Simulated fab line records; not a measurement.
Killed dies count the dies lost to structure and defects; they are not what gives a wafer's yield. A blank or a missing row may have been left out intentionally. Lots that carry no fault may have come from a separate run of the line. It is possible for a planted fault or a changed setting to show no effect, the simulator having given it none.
Matching of chambers + flow sky130 + SKY_VIA2_CMP_24 on cmp-01: 4 sister chambers
The step polishes, stops on SiO2, t overpolish 18.95 s, target thk 0 nm. 4 wafers are shown with their chamber, then 7 later ones without.

## WAFERS WITH THEIR CHAMBER
| wafer  | chamber | edge-zone-pressure-frac |
|--------|---------|-------------------------|
| L459.3 | 2       | 1.005                   |
| L462.3 | 3       | 1.000                   |
| L464.2 | 0       | 1.000                   |
| L464.4 | 1       | 1.007                   |

## WAFERS WITH NO CHAMBER GIVEN
| wafer  | edge-zone-pressure-frac |
|--------|-------------------------|
| L464.5 | 1.000                   |
| L479.1 | 0.996                   |
| L479.4 | 1.000                   |
| L479.6 | 0.989                   |
| L480.1 | 0.992                   |
| L480.2 | 1.002                   |
| L480.6 | 1.001                   |

## EACH ONE'S CHAMBER
| wafer  | from the rows above               | in truth |
|--------|-----------------------------------|----------|
| L464.5 | can't be placed: 0 or 3 or 2 or 1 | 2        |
| L479.1 | can't be placed: 0 or 3 or 2 or 1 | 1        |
| L479.4 | can't be placed: 0 or 3 or 2 or 1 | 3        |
| L479.6 | can't be placed: 0 or 3 or 2 or 1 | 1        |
| L480.1 | can't be placed: 0 or 3 or 2 or 1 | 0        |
| L480.2 | can't be placed: 0 or 3 or 2 or 1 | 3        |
| L480.6 | can't be placed: 0 or 3 or 2 or 1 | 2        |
0 of 7 placed correctly. Not placeable from these rows: 7 (in 7, the candidates include the true chamber). Placed wrongly: 0.
How it was worked out, from the rows above alone: a wafer's distance from a chamber is the root of the sum, over the readings, of the square of ((its reading less the chamber's mean) divided by the reading's scatter). If the next closest chamber is less than 2 further off than the closest, the wafer can't be placed; otherwise it belongs to the closest. A chamber's mean is the mean of its shown wafers. The scatter: root of mean squared gap, hidden wafer to nearest shown wafer, with one shown wafer a chamber.
